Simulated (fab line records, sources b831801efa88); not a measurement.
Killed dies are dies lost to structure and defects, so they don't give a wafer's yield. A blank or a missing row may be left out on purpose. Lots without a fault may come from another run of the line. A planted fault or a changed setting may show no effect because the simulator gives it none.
One fault seen from 2 desks | flow sky130 | each desk has only its own numbers; what lay behind them comes last

THE METROLOGY DESK
What the gauges read, lot by lot, whatever tool the lot ran on: means of the sampled wafers that have a number. A lot is out of limits, marked OUT, if its mean lies more than 4 standard deviations from the usual mean; the brackets give that distance.
Columns: A = FIELD_ISO_OXIDATION_01_THK at SKY_FIELD_ISO_THK_MEAS_23, usual 9.99 nm; B = NWELL_RS at SKY_NWELL_RS_MEAS_29, usual 624.4 ohm/sq
lot  | first seen here | A     | B
L551 | day 2 09:51     | 9.99  | 624.6
L555 | day 3 07:02     | 10.10 | 624.5
L556 | day 3 09:48     | 9.74  | 624.5
L560 | day 4 07:28     | 10.14 | 625.4
L561 | day 4 10:35     | 9.88  | 626.8
L563 | day 4 23:37     | 9.67  | 624.2
L564 | day 5 03:31     | 9.80  | 623.0
L565 | day 5 07:34     | 9.77  | 625.8
L569 | day 6 04:47     | 10.58 | 629.5
L570 | day 6 10:58     | 10.22 | 630.1
L572 | day 6 21:57     | 10.16 | 622.7
L574 | day 7 05:29     | 9.75  | 624.4
This desk's finding: nothing out of limits on any of the 12 lots.

THE TOOL OWNER'S DESK: implanter-02
The tool's own readings at SKY_NWELL_IMPLANT_13: means of the sampled wafers that have a number, for each lot that ran on this tool. A lot is out of limits, marked OUT, if its mean lies more than 4 standard deviations from the usual mean; the brackets give that distance.
Columns: A = beam_on_s at SKY_NWELL_IMPLANT_13, usual 9.99 s; B = dose_ions_cm2 at SKY_NWELL_IMPLANT_13, usual 6.998e+11; C = faraday_current_uA at SKY_NWELL_IMPLANT_13, usual 3.95
lot  | first seen here | A     | B                           | C
L551 | day 4 16:07     | 9.93  | 6.999e+11                   | 3.99
L560 | day 7 04:27     | 9.98  | 6.991e+11                   | 3.96
L563 | day 7 16:19     | 9.91  | 6.993e+11                   | 3.97
L569 | day 8 22:03     | 10.02 | 5.053e+11 (-99 or more) OUT | 2.85 (-16) OUT
L570 | day 9 04:54     | 9.97  | 5.070e+11 (-99 or more) OUT | 2.87 (-15) OUT
This desk's finding: out of limits on L569, L570; first on L569, day 8 22:03 (dose_ions_cm2 at SKY_NWELL_IMPLANT_13). In limits: L551, L560, L563.

PUT TOGETHER
The tool owner's desk could have raised an alarm at day 8 22:03, on L569, L570.
The metrology desk saw nothing out of limits.
The metrology desk has L569, L570 on record, within its limits.
Of the lots named, all ran SKY_NWELL_IMPLANT_13 on implanter-02.

WHAT THE SIMULATOR HAD PUT IN
Process parameter drift: implanter-02, from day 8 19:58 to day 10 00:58, at SKY_NWELL_IMPLANT_13. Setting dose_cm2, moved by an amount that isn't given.
Lots struck among those shown: L569, L570.
Hours from the fault's start to each desk's first reading out of limits: the tool owner's desk, 2.
